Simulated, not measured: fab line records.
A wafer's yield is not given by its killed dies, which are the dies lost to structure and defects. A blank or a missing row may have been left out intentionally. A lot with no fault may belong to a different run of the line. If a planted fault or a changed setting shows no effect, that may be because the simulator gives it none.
What tool caused it? / flow gf180mcu / Sampling: 7 lots, 21 wafers, 4 of 602 route steps

== WHAT THE GAUGES SHOWED, per wafer ==
GF_V2_OVL_MEAS_15.
lot=L704; measured=day 21 05:05; on=overlay-01; V2_OVL (nm)=-4 -1 3
lot=L716; measured=day 25 09:57; on=overlay-02; V2_OVL (nm)=3 1 0
lot=L718; measured=day 26 06:00; on=overlay-02; V2_OVL (nm)=-6 -2 1
lot=L721; measured=day 27 08:48; on=overlay-01; V2_OVL (nm)=6 9 4
lot=L723; measured=day 27 18:47; on=overlay-02; V2_OVL (nm)=11 6 2
lot=L725; measured=day 28 09:26; on=overlay-01; V2_OVL (nm)=-2 9 9

== WHAT TOOL EACH LOT RAN ON (gives the tool, then ch and the chambers of the sampled wafers, and finally the start) ==
lot=L704; GF_V1_ETCH_17=rieDiel-02 ch 1,3, day 19 01:14 or earlier; GF_V1_SPUTTER_22=pvdSputter-03, day 19 01:14; GF_V2_CVD_02=pecvd-04 ch 0,1,2, day 20 03:55
lot=L711; GF_V1_ETCH_17=rieDiel-04 ch 0,1, day 21 20:31 or earlier; GF_V1_SPUTTER_22=pvdSputter-02, day 21 20:31; GF_V2_CVD_02=pecvd-03 ch 0,1, day 22 20:46
lot=L716; GF_V1_ETCH_17=rieDiel-02 ch 0,1, day 23 11:09 or earlier; GF_V1_SPUTTER_22=pvdSputter-03, day 23 11:09; GF_V2_CVD_02=pecvd-03 ch 0,1,2, day 24 11:37
lot=L718; GF_V1_ETCH_17=rieDiel-04 ch 0,2,3, day 24 08:35 or earlier; GF_V1_SPUTTER_22=pvdSputter-02, day 24 08:35; GF_V2_CVD_02=pecvd-04 ch 0,1, day 25 08:24
lot=L721; GF_V1_ETCH_17=rieDiel-02 ch 0,1,3, day 25 11:48 or earlier; GF_V1_SPUTTER_22=pvdSputter-03, day 25 11:48; GF_V2_CVD_02=pecvd-01 ch 0,1, day 26 11:29
lot=L723; GF_V1_ETCH_17=rieDiel-02 ch 0,3, day 25 22:04 or earlier; GF_V1_SPUTTER_22=pvdSputter-02, day 25 22:04; GF_V2_CVD_02=pecvd-03 ch 0,1, day 26 21:19
lot=L725; GF_V1_ETCH_17=rieDiel-03 ch 1,3, day 26 14:05 or earlier; GF_V1_SPUTTER_22=pvdSputter-04, day 26 14:05; GF_V2_CVD_02=pecvd-01 ch 0,1, day 27 13:02
- GF_V1_ETCH_17: etches SiO2 in C4F8/O2/Ar, stops on TiN, target depth 630 nm.
- GF_V1_SPUTTER_22: material TiN, target thk 10 nm, time 40 s.
- GF_V2_CVD_02: deposits SiO2 from TEOS, target thk 850 nm, time 94.851 s.

== THE ANSWER, worked out from the rows above alone ==
Rule: usual is defined by the lots themselves. Put in order of their means at a reading, lots are off if they are a third of the lots or fewer, leave a main group of 4 or more, and stand apart from it by a gap of 3 or more times the standard deviation of the main group's means; of several such gaps the widest counts. The tables above print the reading to a certain number of digits; a main group whose means all agree to those digits is not used. A lot without any number at a reading at which 4 lots or more have one is off too. Where the step has rows for the other lots, those lots are counted as sound.
None of the lots is off at any reading shown; this tells nothing.

== WHAT THE SIMULATOR HAD PUT IN ==
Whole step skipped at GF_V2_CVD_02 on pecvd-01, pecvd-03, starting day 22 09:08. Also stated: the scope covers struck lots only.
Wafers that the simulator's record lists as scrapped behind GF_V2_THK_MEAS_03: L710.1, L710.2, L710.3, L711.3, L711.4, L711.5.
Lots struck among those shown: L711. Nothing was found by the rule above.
